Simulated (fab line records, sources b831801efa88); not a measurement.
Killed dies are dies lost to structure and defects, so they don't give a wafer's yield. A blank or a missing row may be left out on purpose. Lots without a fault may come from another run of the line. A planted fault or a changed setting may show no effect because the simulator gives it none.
One fault seen from 2 desks | flow gf180mcu | each desk has only its own numbers; what lay behind them comes last

THE TOOL OWNER'S DESK: implanter-04
The tool's own readings at GF_MVPSD_IMPLANT_08: means of the sampled wafers that have a number, for each lot that ran on this tool. A lot is out of limits, marked OUT, if its mean lies more than 4 standard deviations from the usual mean; the brackets give that distance.
Columns: A = dose_ions_cm2 at GF_MVPSD_IMPLANT_08, usual 1.4998e+13; B = faraday_current_uA at GF_MVPSD_IMPLANT_08, usual 84.7
lot  | first seen here | A                            | B
L756 | day 6 00:18     | 1.5007e+13                   | 85.4
L757 | day 6 06:54     | 1.4995e+13                   | 83.5
L758 | day 6 13:32     | 1.2892e+13 (-99 or more) OUT | 73.5 (-6.6) OUT
L759 | day 6 19:11     | 1.2902e+13 (-99 or more) OUT | 73.6 (-6.5) OUT
L769 | day 9 17:46     | 1.5000e+13                   | 84.8
L773 | day 10 11:34    | 1.5004e+13                   | 84.7
L775 | day 11 00:16    | 1.4984e+13                   | 85.4
This desk's finding: out of limits on L758, L759; first on L758, day 6 13:32 (dose_ions_cm2 at GF_MVPSD_IMPLANT_08). In limits: L756, L757, L769, L773, L775.

THE METROLOGY DESK
What the gauges read, lot by lot, whatever tool the lot ran on: means of the sampled wafers that have a number. A lot is out of limits, marked OUT, if its mean lies more than 4 standard deviations from the usual mean; the brackets give that distance.
Columns: A = MVPSD_TW at GF_MVPSD_TW_MEAS_11, usual 552; B = MVPSD_RS at GF_VT_IMPLANT_RS_MEAS_49, usual 1168.0 ohm/sq; C = PSD_OVL at GF_PSD_OVL_MEAS_08, usual 0.7 nm; D = PSD_TW at GF_PSD_TW_MEAS_11, usual 3176
lot  | first seen here | A              | B                | C    | D
L753 | day 5 07:35     | 549            | 1168.5           | 3.6  | 3196
L756 | day 6 00:41     | 551            | 1169.4           | 3.7  | 3127
L757 | day 6 07:17     | 548            | 1173.1           | 0.5  | 3125
L758 | day 6 13:54     | 530 (-6.6) OUT | 1259.1 (+30) OUT | -1.1 | 3170
L759 | day 6 19:35     | 531 (-6.4) OUT | 1263.9 (+32) OUT | 0.8  | 3160
L766 | day 8 18:44     | 555            | 1168.6           | 2.8  | 3159
L768 | day 9 03:53     | 551            | 1166.6           | 2.0  | 3199
L769 | day 9 18:10     | 550            | 1169.5           | -0.5 | 3211
L770 | day 9 18:53     | 553            | 1165.6           | 0.6  | 3154
L772 | day 10 05:57    | 555            | 1168.4           | -0.6 | 3175
L773 | day 10 11:56    | 549            | 1166.4           | 0.4  | 3138
L775 | day 11 00:40    | 555            | 1164.3           | 0.3  | 3174
This desk's finding: out of limits on L758, L759; first on L758, day 6 13:54 (MVPSD_TW at GF_MVPSD_TW_MEAS_11). In limits: L753, L756, L757, L766, L768, L769, L770, L772, L773, L775.

PUT TOGETHER
The tool owner's desk could have raised an alarm at day 6 13:32, on L758, L759.
The metrology desk could have raised an alarm at day 6 13:54, on L758, L759.
Of the lots named, all ran GF_MVPSD_IMPLANT_08 on implanter-04.

WHAT THE SIMULATOR HAD PUT IN
Process parameter drift: implanter-04, from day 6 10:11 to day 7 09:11, at GF_MVPSD_IMPLANT_08. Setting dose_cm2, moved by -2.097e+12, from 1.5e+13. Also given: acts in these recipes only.
Lots struck among those shown: L758, L759.
Hours from the fault's start to each desk's first reading out of limits: the tool owner's desk, 3; the metrology desk, 4.
